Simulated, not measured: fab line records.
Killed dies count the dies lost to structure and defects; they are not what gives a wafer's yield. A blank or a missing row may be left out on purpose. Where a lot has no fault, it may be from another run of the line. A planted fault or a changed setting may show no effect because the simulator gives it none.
Which of the tools did it? / flow gf180mcu / 24 lots, 72 wafers sampled, at 6 steps of a route of 602

## WHAT THE GAUGES SHOWED, per wafer
GF_M1_THK_MEAS_06: measures by xrf.
lot=L074; measured=day 16 06:50; on=filmMetro-01; M1_ALCU_THK (nm)=435 438 437
lot=L075; measured=day 16 20:22; on=filmMetro-04; M1_ALCU_THK (nm)=437 435 435
lot=L076; measured=day 17 05:22; on=filmMetro-01; M1_ALCU_THK (nm)=452 452 445
lot=L077; measured=day 17 18:59; on=filmMetro-03; M1_ALCU_THK (nm)=436 438 434
lot=L078; measured=day 18 02:59; on=filmMetro-03; M1_ALCU_THK (nm)=443 437 442
lot=L079; measured=day 18 18:07; on=filmMetro-04; M1_ALCU_THK (nm)=451 452 450
lot=L080; measured=day 19 03:37; on=filmMetro-04; M1_ALCU_THK (nm)=422 427 433
lot=L081; measured=day 19 21:13; on=filmMetro-01; M1_ALCU_THK (nm)=440 442 445
lot=L082; measured=day 19 21:49; on=filmMetro-01; M1_ALCU_THK (nm)=435 435 439
lot=L083; measured=day 20 02:29; on=filmMetro-01; M1_ALCU_THK (nm)=439 444 447
lot=L084; measured=day 20 13:29; on=filmMetro-03; M1_ALCU_THK (nm)=449 444 448
lot=L085; measured=day 20 14:57; on=filmMetro-01; M1_ALCU_THK (nm)=447 447 448
lot=L086; measured=day 20 21:18; on=filmMetro-03; M1_ALCU_THK (nm)=446 439 437
lot=L087; measured=day 21 09:36; on=filmMetro-03; M1_ALCU_THK (nm)=447 449 448
lot=L088; measured=day 21 18:40; on=filmMetro-01; M1_ALCU_THK (nm)=441 439 440
lot=L089; measured=day 22 07:32; on=filmMetro-03; M1_ALCU_THK (nm)=439 439 437
lot=L090; measured=day 22 10:25; on=filmMetro-03; M1_ALCU_THK (nm)=438 439 438
lot=L091; measured=day 22 16:38; on=filmMetro-04; M1_ALCU_THK (nm)=444 445 445
lot=L092; measured=day 22 22:33; on=filmMetro-01; M1_ALCU_THK (nm)=451 456 451
lot=L094; measured=day 23 12:25; on=filmMetro-04; M1_ALCU_THK (nm)=448 439 441
lot=L093; measured=day 23 16:07; on=filmMetro-04; M1_ALCU_THK (nm)=435 439 443
lot=L095; measured=day 23 19:07; on=filmMetro-04; M1_ALCU_THK (nm)=439 442 437
lot=L096; measured=day 24 09:49; on=filmMetro-01; M1_ALCU_THK (nm)=447 444 451
lot=L097; measured=day 24 16:11; on=filmMetro-04; M1_ALCU_THK (nm)=445 439 436

GF_V2_RS_MEAS_24: a four-point-probe measurement.
lot=L074; measured=day 20 12:58; on=filmMetro-03; V2_W_RS (ohm/sq)=0.312 0.313 0.323
lot=L075; measured=day 21 03:05; on=filmMetro-03; V2_W_RS (ohm/sq)=0.319 0.325 0.326
lot=L076; measured=day 21 10:48; on=filmMetro-03; V2_W_RS (ohm/sq)=0.326 0.325 0.316
lot=L077; measured=day 22 02:53; on=filmMetro-03; V2_W_RS (ohm/sq)=0.315 0.328 0.326
lot=L078; measured=day 22 09:27; on=filmMetro-02; V2_W_RS (ohm/sq)=0.328 0.319 0.332
lot=L079; measured=day 22 23:41; on=filmMetro-02; V2_W_RS (ohm/sq)=0.331 0.318 0.334
lot=L080; measured=day 23 09:11; on=filmMetro-03; V2_W_RS (ohm/sq)=0.313 0.324 0.316
lot=L081; measured=day 24 03:51; on=filmMetro-02; V2_W_RS (ohm/sq)=0.324 0.315 0.314
lot=L082; measured=day 24 03:14; on=filmMetro-01; V2_W_RS (ohm/sq)=0.315 0.324 0.324
lot=L083; measured=day 24 07:54; on=filmMetro-01; V2_W_RS (ohm/sq)=0.330 0.327 0.330
lot=L084; measured=day 24 16:09; on=filmMetro-01; V2_W_RS (ohm/sq)=0.330 0.325 0.328
lot=L085; measured=day 24 19:16; on=filmMetro-01; V2_W_RS (ohm/sq)=0.329 0.328 0.318
lot=L086; measured=day 24 23:22; on=filmMetro-02; V2_W_RS (ohm/sq)=0.325 0.328 0.315
lot=L087; measured=day 25 10:42; on=filmMetro-01; V2_W_RS (ohm/sq)=0.330 0.321 0.320
lot=L088; measured=day 25 19:17; on=filmMetro-01; V2_W_RS (ohm/sq)=0.316 0.331 0.312
lot=L089; measured=day 26 07:31; on=filmMetro-02; V2_W_RS (ohm/sq)=0.312 0.316 0.313
lot=L090; measured=day 26 09:09; on=filmMetro-03; V2_W_RS (ohm/sq)=0.320 0.333 0.336
lot=L091; measured=day 26 17:11; on=filmMetro-01; V2_W_RS (ohm/sq)=0.314 0.324 0.310
lot=L092; measured=day 26 19:02; on=filmMetro-02; V2_W_RS (ohm/sq)=0.319 0.325 0.327
lot=L094; measured=day 27 09:44; on=filmMetro-01; V2_W_RS (ohm/sq)=0.321 0.332 0.329
lot=L093; measured=day 27 11:11; on=filmMetro-02; V2_W_RS (ohm/sq)=0.332 0.327 0.323
lot=L095; measured=day 27 14:48; on=filmMetro-02; V2_W_RS (ohm/sq)=0.328 0.319 0.328
lot=L096; measured=day 28 04:33; on=filmMetro-02; V2_W_RS (ohm/sq)=0.330 0.330 0.321
lot=L097; measured=day 28 10:34; on=filmMetro-01; V2_W_RS (ohm/sq)=0.324 0.326 0.315

GF_PASSIVATION_BOW_MEAS_14.
lot=L074; measured=day 29 09:07; on=filmMetro-03; PASSIVATION_BOW (um)=154 153 152
lot=L075; measured=day 29 19:58; on=filmMetro-03; PASSIVATION_BOW (um)=148 149 149
lot=L076; measured=day 30 02:13; on=filmMetro-01; PASSIVATION_BOW (um)=120 129 136
lot=L077; measured=day 30 13:28; on=filmMetro-02; PASSIVATION_BOW (um)=146 144 145
lot=L078; measured=day 30 20:26; on=filmMetro-03; PASSIVATION_BOW (um)=145 146 147
lot=L079; measured=day 31 05:38; on=filmMetro-01; PASSIVATION_BOW (um)=131 132 142
lot=L080; measured=day 31 12:34; on=filmMetro-03; PASSIVATION_BOW (um)=128 121 132
lot=L081; measured=day 32 04:29; on=filmMetro-03; PASSIVATION_BOW (um)=134 147 135
lot=L082; measured=day 32 03:37; on=filmMetro-02; PASSIVATION_BOW (um)=148 143 155
lot=L083; measured=day 32 08:11; on=filmMetro-02; PASSIVATION_BOW (um)=150 148 135
lot=L084; measured=day 32 14:56; on=filmMetro-02; PASSIVATION_BOW (um)=132 140 121
lot=L085; measured=day 32 17:17; on=filmMetro-03; PASSIVATION_BOW (um)=143 145 145
lot=L086; measured=day 32 18:52; on=filmMetro-03; PASSIVATION_BOW (um)=149 152 163
lot=L087; measured=day 33 05:22; on=filmMetro-02; PASSIVATION_BOW (um)=144 153 137
lot=L088; measured=day 33 10:26; on=filmMetro-03; PASSIVATION_BOW (um)=128 136 139
lot=L089; measured=day 33 20:27; on=filmMetro-01; PASSIVATION_BOW (um)=145 143 146
lot=L090; measured=day 33 23:08; on=filmMetro-03; PASSIVATION_BOW (um)=122 144 135
lot=L091; measured=day 34 03:25; on=filmMetro-03; PASSIVATION_BOW (um)=141 136 145
lot=L092; measured=day 34 05:34; on=filmMetro-01; PASSIVATION_BOW (um)=129 149 137
lot=L094; measured=day 34 17:22; on=filmMetro-02; PASSIVATION_BOW (um)=119 131 128
lot=L093; measured=day 34 18:53; on=filmMetro-03; PASSIVATION_BOW (um)=123 139 142
lot=L095; measured=day 34 20:22; on=filmMetro-03; PASSIVATION_BOW (um)=132 146 128
lot=L096; measured=day 35 05:23; on=filmMetro-02; PASSIVATION_BOW (um)=123 113 123
lot=L097; measured=day 35 12:47; on=filmMetro-02; PASSIVATION_BOW (um)=152 149 157

## TOOL THAT RAN EACH LOT (tool first, then ch and the chambers of the sampled wafers, then the start)
lot=L074; GF_V1_SPUTTER_21=pvdSputter-02, day 18 08:23; GF_M2_METAL_ETCH_16=rieMetal-03 ch 0, day 19 10:37; GF_V2_CMP_04=cmp-02 ch 1,3, day 19 11:35
lot=L075; GF_V1_SPUTTER_21=pvdSputter-03, day 18 23:22; GF_M2_METAL_ETCH_16=rieMetal-01 ch 0,1, day 20 00:40; GF_V2_CMP_04=cmp-01 ch 0,1, day 20 01:44
lot=L076; GF_V1_SPUTTER_21=pvdSputter-02, day 19 06:41; GF_M2_METAL_ETCH_16=rieMetal-02 ch 0,1, day 20 07:49; GF_V2_CMP_04=cmp-01 ch 1,3, day 20 08:48
lot=L077; GF_V1_SPUTTER_21=pvdSputter-01, day 19 23:07; GF_M2_METAL_ETCH_16=rieMetal-01 ch 0,1, day 21 00:28; GF_V2_CMP_04=cmp-01 ch 0,2,3, day 21 01:26
lot=L078; GF_V1_SPUTTER_21=pvdSputter-01, day 20 05:53; GF_M2_METAL_ETCH_16=rieMetal-02 ch 0,1, day 21 07:31; GF_V2_CMP_04=cmp-02 ch 0,1,2, day 21 08:31
lot=L079; GF_V1_SPUTTER_21=pvdSputter-01, day 20 21:19; GF_M2_METAL_ETCH_16=rieMetal-03 ch 0,1, day 21 21:52; GF_V2_CMP_04=cmp-01 ch 0,1, day 21 22:47
lot=L080; GF_V1_SPUTTER_21=pvdSputter-02, day 21 07:08; GF_M2_METAL_ETCH_16=rieMetal-02 ch 0,1, day 22 08:13; GF_V2_CMP_04=cmp-02 ch 1,3, day 22 09:11
lot=L081; GF_V1_SPUTTER_21=pvdSputter-01, day 22 01:41; GF_M2_METAL_ETCH_16=rieMetal-02 ch 0,1, day 23 02:49; GF_V2_CMP_04=cmp-01 ch 0,2,3, day 23 03:46
lot=L082; GF_V1_SPUTTER_21=pvdSputter-03, day 22 01:40; GF_M2_METAL_ETCH_16=rieMetal-01 ch 0,1, day 23 01:52; GF_V2_CMP_04=cmp-02 ch 0,2,3, day 23 02:47
lot=L083; GF_V1_SPUTTER_21=pvdSputter-03, day 22 05:20; GF_M2_METAL_ETCH_16=rieMetal-01 ch 0, day 23 05:28; GF_V2_CMP_04=cmp-01 ch 0,1,3, day 23 06:29
lot=L084; GF_V1_SPUTTER_21=pvdSputter-02, day 22 15:08; GF_M2_METAL_ETCH_16=rieMetal-03 ch 0,1, day 23 14:55; GF_V2_CMP_04=cmp-01 ch 1,3, day 23 15:56
lot=L085; GF_V1_SPUTTER_21=pvdSputter-02, day 22 17:32; GF_M2_METAL_ETCH_16=rieMetal-01 ch 0,1, day 23 17:21; GF_V2_CMP_04=cmp-01 ch 0,1,2, day 23 18:41
lot=L086; GF_V1_SPUTTER_21=pvdSputter-03, day 22 22:47; GF_M2_METAL_ETCH_16=rieMetal-03 ch 0,1, day 23 22:37; GF_V2_CMP_04=cmp-02 ch 0,1,3, day 23 23:41
lot=L087; GF_V1_SPUTTER_21=pvdSputter-03, day 23 10:35; GF_M2_METAL_ETCH_16=rieMetal-03 ch 0,1, day 24 10:22; GF_V2_CMP_04=cmp-02 ch 1,3, day 24 11:17
lot=L088; GF_V1_SPUTTER_21=pvdSputter-02, day 23 19:58; GF_M2_METAL_ETCH_16=rieMetal-03 ch 0,1, day 24 18:55; GF_V2_CMP_04=cmp-02 ch 0,3, day 24 19:51
lot=L089; GF_V1_SPUTTER_21=pvdSputter-03, day 24 08:44; GF_M2_METAL_ETCH_16=rieMetal-02 ch 0,1, day 25 07:46; GF_V2_CMP_04=cmp-02 ch 0,1,3, day 25 08:47
lot=L090; GF_V1_SPUTTER_21=pvdSputter-03, day 24 10:08; GF_M2_METAL_ETCH_16=rieMetal-01 ch 0,1, day 25 09:19; GF_V2_CMP_04=cmp-02 ch 1,2,3, day 25 10:29
lot=L091; GF_V1_SPUTTER_21=pvdSputter-03, day 24 17:28; GF_M2_METAL_ETCH_16=rieMetal-02 ch 0,1, day 25 16:57; GF_V2_CMP_04=cmp-02 ch 1,2, day 25 17:50
lot=L092; GF_V1_SPUTTER_21=pvdSputter-03, day 24 22:00; GF_M2_METAL_ETCH_16=rieMetal-03 ch 0,1, day 25 20:10; GF_V2_CMP_04=cmp-02 ch 0,1,2, day 25 21:05
lot=L094; GF_V1_SPUTTER_21=pvdSputter-02, day 25 12:01; GF_M2_METAL_ETCH_16=rieMetal-01 ch 0,1, day 26 10:22; GF_V2_CMP_04=cmp-02 ch 0,2,3, day 26 11:26
lot=L093; GF_V1_SPUTTER_21=pvdSputter-03, day 25 14:05; GF_M2_METAL_ETCH_16=rieMetal-02 ch 0,1, day 26 12:28; GF_V2_CMP_04=cmp-02 ch 1,2, day 26 13:23
lot=L095; GF_V1_SPUTTER_21=pvdSputter-01, day 25 17:50; GF_M2_METAL_ETCH_16=rieMetal-01 ch 0,1, day 26 15:49; GF_V2_CMP_04=cmp-01 ch 0,2,3, day 26 16:44
lot=L096; GF_V1_SPUTTER_21=pvdSputter-02, day 26 07:40; GF_M2_METAL_ETCH_16=rieMetal-03 ch 1, day 27 05:49; GF_V2_CMP_04=cmp-02 ch 0,1,3, day 27 06:52
lot=L097; GF_V1_SPUTTER_21=pvdSputter-01, day 26 13:50; GF_M2_METAL_ETCH_16=rieMetal-02 ch 1, day 27 11:00; GF_V2_CMP_04=cmp-01 ch 1,2,3, day 27 12:01
- GF_V1_SPUTTER_21: material Ti, target thk 15 nm, time 80.02 s.
- GF_M2_METAL_ETCH_16: etches the open film in Cl2/BCl3, stops on SiO2, target depth 750.8 nm, time 125.1 s.
- GF_V2_CMP_04: polishes SiO2.

## AS READ BY THE TOOLS THEMSELVES (means over the sampled wafers that have a number; for cases with no such wafer, the mark the record gives instead)
GF_V1_SPUTTER_21.
lot=L074; tool=pvdSputter-02; throttleValvePct (%)=28.3
lot=L075; tool=pvdSputter-03; throttleValvePct (%)=31.1
lot=L076; tool=pvdSputter-02; throttleValvePct (%)=29.4
lot=L077; tool=pvdSputter-01; throttleValvePct (%)=31.0
lot=L078; tool=pvdSputter-01; throttleValvePct (%)=29.8
lot=L079; tool=pvdSputter-01; throttleValvePct (%)=29.3
lot=L080; tool=pvdSputter-02; throttleValvePct (%)=30.0
lot=L081; tool=pvdSputter-01; throttleValvePct (%)=30.2
lot=L082; tool=pvdSputter-03; throttleValvePct (%)=30.6
lot=L083; tool=pvdSputter-03; throttleValvePct (%)=30.3
lot=L084; tool=pvdSputter-02; throttleValvePct (%)=28.7
lot=L085; tool=pvdSputter-02; throttleValvePct (%)=28.8
lot=L086; tool=pvdSputter-03; throttleValvePct (%)=31.2
lot=L087; tool=pvdSputter-03; throttleValvePct (%)=30.9
lot=L088; tool=pvdSputter-02; throttleValvePct (%)=29.8
lot=L089; tool=pvdSputter-03; throttleValvePct (%)=31.1
lot=L090; tool=pvdSputter-03; throttleValvePct (%)=30.8
lot=L091; tool=pvdSputter-03; throttleValvePct (%)=31.2
lot=L092; tool=pvdSputter-03; throttleValvePct (%)=30.6
lot=L094; tool=pvdSputter-02; throttleValvePct (%)=29.2
lot=L093; tool=pvdSputter-03; throttleValvePct (%)=31.3
lot=L095; tool=pvdSputter-01; throttleValvePct (%)=29.6
lot=L096; tool=pvdSputter-02; throttleValvePct (%)=29.1
lot=L097; tool=pvdSputter-01; throttleValvePct (%)=30.7

GF_M2_METAL_ETCH_16.
lot=L074; tool=rieMetal-03; drypumpMotorCurrentA (A)=6.3; mfcCl2Sccm (sccm)=80.11; oesProductAu (a.u.)=0.993; throttleValvePct (%)=28.224
lot=L075; tool=rieMetal-01; drypumpMotorCurrentA (A)=5.9; mfcCl2Sccm (sccm)=80.17; oesProductAu (a.u.)=0.985; throttleValvePct (%)=28.231
lot=L076; tool=rieMetal-02; drypumpMotorCurrentA (A)=6.0; mfcCl2Sccm (sccm)=80.10; oesProductAu (a.u.)=0.992; throttleValvePct (%)=28.224
lot=L077; tool=rieMetal-01; drypumpMotorCurrentA (A)=5.9; mfcCl2Sccm (sccm)=79.93; oesProductAu (a.u.)=0.989; throttleValvePct (%)=28.234
lot=L078; tool=rieMetal-02; drypumpMotorCurrentA (A)=6.0; mfcCl2Sccm (sccm)=80.00; oesProductAu (a.u.)=0.995; throttleValvePct (%)=28.234
lot=L079; tool=rieMetal-03; drypumpMotorCurrentA (A)=6.1; mfcCl2Sccm (sccm)=80.09; oesProductAu (a.u.)=0.993; throttleValvePct (%)=28.238
lot=L080; tool=rieMetal-02; drypumpMotorCurrentA (A)=6.0; mfcCl2Sccm (sccm)=79.87; oesProductAu (a.u.)=0.992; throttleValvePct (%)=28.234
lot=L081; tool=rieMetal-02; drypumpMotorCurrentA (A)=6.0; mfcCl2Sccm (sccm)=80.03; oesProductAu (a.u.)=0.994; throttleValvePct (%)=28.225
lot=L082; tool=rieMetal-01; drypumpMotorCurrentA (A)=5.9; mfcCl2Sccm (sccm)=80.10; oesProductAu (a.u.)=0.986; throttleValvePct (%)=28.227
lot=L083; tool=rieMetal-01; drypumpMotorCurrentA (A)=6.2; mfcCl2Sccm (sccm)=80.17; oesProductAu (a.u.)=0.992; throttleValvePct (%)=28.232
lot=L084; tool=rieMetal-03; drypumpMotorCurrentA (A)=6.1; mfcCl2Sccm (sccm)=80.01; oesProductAu (a.u.)=1.000; throttleValvePct (%)=28.230
lot=L085; tool=rieMetal-01; drypumpMotorCurrentA (A)=5.6; mfcCl2Sccm (sccm)=79.95; oesProductAu (a.u.)=0.990; throttleValvePct (%)=28.236
lot=L086; tool=rieMetal-03; drypumpMotorCurrentA (A)=5.8; mfcCl2Sccm (sccm)=80.06; oesProductAu (a.u.)=0.995; throttleValvePct (%)=28.218
lot=L087; tool=rieMetal-03; drypumpMotorCurrentA (A)=6.1; mfcCl2Sccm (sccm)=79.57; oesProductAu (a.u.)=0.999; throttleValvePct (%)=28.228
lot=L088; tool=rieMetal-03; drypumpMotorCurrentA (A)=5.8; mfcCl2Sccm (sccm)=80.26; oesProductAu (a.u.)=0.998; throttleValvePct (%)=28.223
lot=L089; tool=rieMetal-02; drypumpMotorCurrentA (A)=6.0; mfcCl2Sccm (sccm)=79.85; oesProductAu (a.u.)=0.990; throttleValvePct (%)=28.225
lot=L090; tool=rieMetal-01; drypumpMotorCurrentA (A)=5.6; mfcCl2Sccm (sccm)=79.78; oesProductAu (a.u.)=0.993; throttleValvePct (%)=28.225
lot=L091; tool=rieMetal-02; drypumpMotorCurrentA (A)=6.0; mfcCl2Sccm (sccm)=80.12; oesProductAu (a.u.)=0.995; throttleValvePct (%)=28.219
lot=L092; tool=rieMetal-03; drypumpMotorCurrentA (A)=5.8; mfcCl2Sccm (sccm)=79.98; oesProductAu (a.u.)=0.991; throttleValvePct (%)=28.213
lot=L094; tool=rieMetal-01; drypumpMotorCurrentA (A)=5.9; mfcCl2Sccm (sccm)=80.05; oesProductAu (a.u.)=0.988; throttleValvePct (%)=28.228
lot=L093; tool=rieMetal-02; drypumpMotorCurrentA (A)=6.0; mfcCl2Sccm (sccm)=79.88; oesProductAu (a.u.)=0.998; throttleValvePct (%)=28.234
lot=L095; tool=rieMetal-01; drypumpMotorCurrentA (A)=5.9; mfcCl2Sccm (sccm)=80.13; oesProductAu (a.u.)=0.993; throttleValvePct (%)=28.229
lot=L096; tool=rieMetal-03; drypumpMotorCurrentA (A)=5.6; mfcCl2Sccm (sccm)=79.87; oesProductAu (a.u.)=0.999; throttleValvePct (%)=28.218
lot=L097; tool=rieMetal-02; drypumpMotorCurrentA (A)=6.0; mfcCl2Sccm (sccm)=80.06; oesProductAu (a.u.)=0.995; throttleValvePct (%)=28.224

GF_V2_CMP_04.
lot=L074; tool=cmp-02; motorCurrentA (A)=12.4; platenRpm (rpm)=60.01; retainingRingPressureFrac=1.002; timeToEndpointS (s)=86
lot=L075; tool=cmp-01; motorCurrentA (A)=12.8; platenRpm (rpm)=59.96; retainingRingPressureFrac=0.999; timeToEndpointS (s)=81
lot=L076; tool=cmp-01; motorCurrentA (A)=12.5; platenRpm (rpm)=59.99; retainingRingPressureFrac=1.003; timeToEndpointS (s)=84
lot=L077; tool=cmp-01; motorCurrentA (A)=12.2; platenRpm (rpm)=60.02; retainingRingPressureFrac=1.002; timeToEndpointS (s)=84
lot=L078; tool=cmp-02; motorCurrentA (A)=11.9; platenRpm (rpm)=60.00; retainingRingPressureFrac=1.000; timeToEndpointS (s)=80
lot=L079; tool=cmp-01; motorCurrentA (A)=12.0; platenRpm (rpm)=60.00; retainingRingPressureFrac=0.998; timeToEndpointS (s)=83
lot=L080; tool=cmp-02; motorCurrentA (A)=12.3; platenRpm (rpm)=60.01; retainingRingPressureFrac=1.004; timeToEndpointS (s)=81
lot=L081; tool=cmp-01; motorCurrentA (A)=12.2; platenRpm (rpm)=59.98; retainingRingPressureFrac=0.997; timeToEndpointS (s)=81
lot=L082; tool=cmp-02; motorCurrentA (A)=11.7; platenRpm (rpm)=60.00; retainingRingPressureFrac=1.001; timeToEndpointS (s)=71
lot=L083; tool=cmp-01; motorCurrentA (A)=12.6; platenRpm (rpm)=60.00; retainingRingPressureFrac=1.002; timeToEndpointS (s)=81
lot=L084; tool=cmp-01; motorCurrentA (A)=12.9; platenRpm (rpm)=60.02; retainingRingPressureFrac=1.000; timeToEndpointS (s)=88
lot=L085; tool=cmp-01; motorCurrentA (A)=12.4; platenRpm (rpm)=59.99; retainingRingPressureFrac=0.997; timeToEndpointS (s)=79
lot=L086; tool=cmp-02; motorCurrentA (A)=12.1; platenRpm (rpm)=59.99; retainingRingPressureFrac=1.002; timeToEndpointS (s)=75
lot=L087; tool=cmp-02; motorCurrentA (A)=12.7; platenRpm (rpm)=60.04; retainingRingPressureFrac=1.002; timeToEndpointS (s)=79
lot=L088; tool=cmp-02; motorCurrentA (A)=11.9; platenRpm (rpm)=59.99; retainingRingPressureFrac=0.997; timeToEndpointS (s)=76
lot=L089; tool=cmp-02; motorCurrentA (A)=12.5; platenRpm (rpm)=59.97; retainingRingPressureFrac=1.002; timeToEndpointS (s)=76
lot=L090; tool=cmp-02; motorCurrentA (A)=12.3; platenRpm (rpm)=60.02; retainingRingPressureFrac=1.003; timeToEndpointS (s)=70
lot=L091; tool=cmp-02; motorCurrentA (A)=12.0; platenRpm (rpm)=60.00; retainingRingPressureFrac=1.003; timeToEndpointS (s)=75
lot=L092; tool=cmp-02; motorCurrentA (A)=11.6; platenRpm (rpm)=59.98; retainingRingPressureFrac=1.000; timeToEndpointS (s)=72
lot=L094; tool=cmp-02; motorCurrentA (A)=12.0; platenRpm (rpm)=59.99; retainingRingPressureFrac=0.995; timeToEndpointS (s)=82
lot=L093; tool=cmp-02; motorCurrentA (A)=12.2; platenRpm (rpm)=60.00; retainingRingPressureFrac=1.000; timeToEndpointS (s)=78
lot=L095; tool=cmp-01; motorCurrentA (A)=12.2; platenRpm (rpm)=60.01; retainingRingPressureFrac=1.000; timeToEndpointS (s)=75
lot=L096; tool=cmp-02; motorCurrentA (A)=12.0; platenRpm (rpm)=59.99; retainingRingPressureFrac=1.001; timeToEndpointS (s)=82
lot=L097; tool=cmp-01; motorCurrentA (A)=12.5; platenRpm (rpm)=60.03; retainingRingPressureFrac=1.004; timeToEndpointS (s)=75

## THE ANSWER, worked out from the rows above alone
Rule: the lots themselves supply what counts as usual. Put in order of their means at a reading, lots are off if they are a third of the lots or fewer, leave a main group of 4 or more, and stand apart from it by a gap of 3 or more times the standard deviation of the main group's means; of several such gaps the widest counts. The tables above print the reading to a certain number of digits; a main group whose means all agree to those digits is not used. A lot without any number at a reading at which 4 lots or more have one is off too. Where the step has rows for the other lots, those lots are counted as sound. The gauges are gone through in route order, then the tools' own readings, and for those a lot's mean is taken as printed above. The first step at which some lot is off is used, and at that step the reading that is off furthest; a lot without a number counts as furthest.
Nothing can be told from this: no lot is off at any reading shown.

## WHAT THE SIMULATOR PUT IN
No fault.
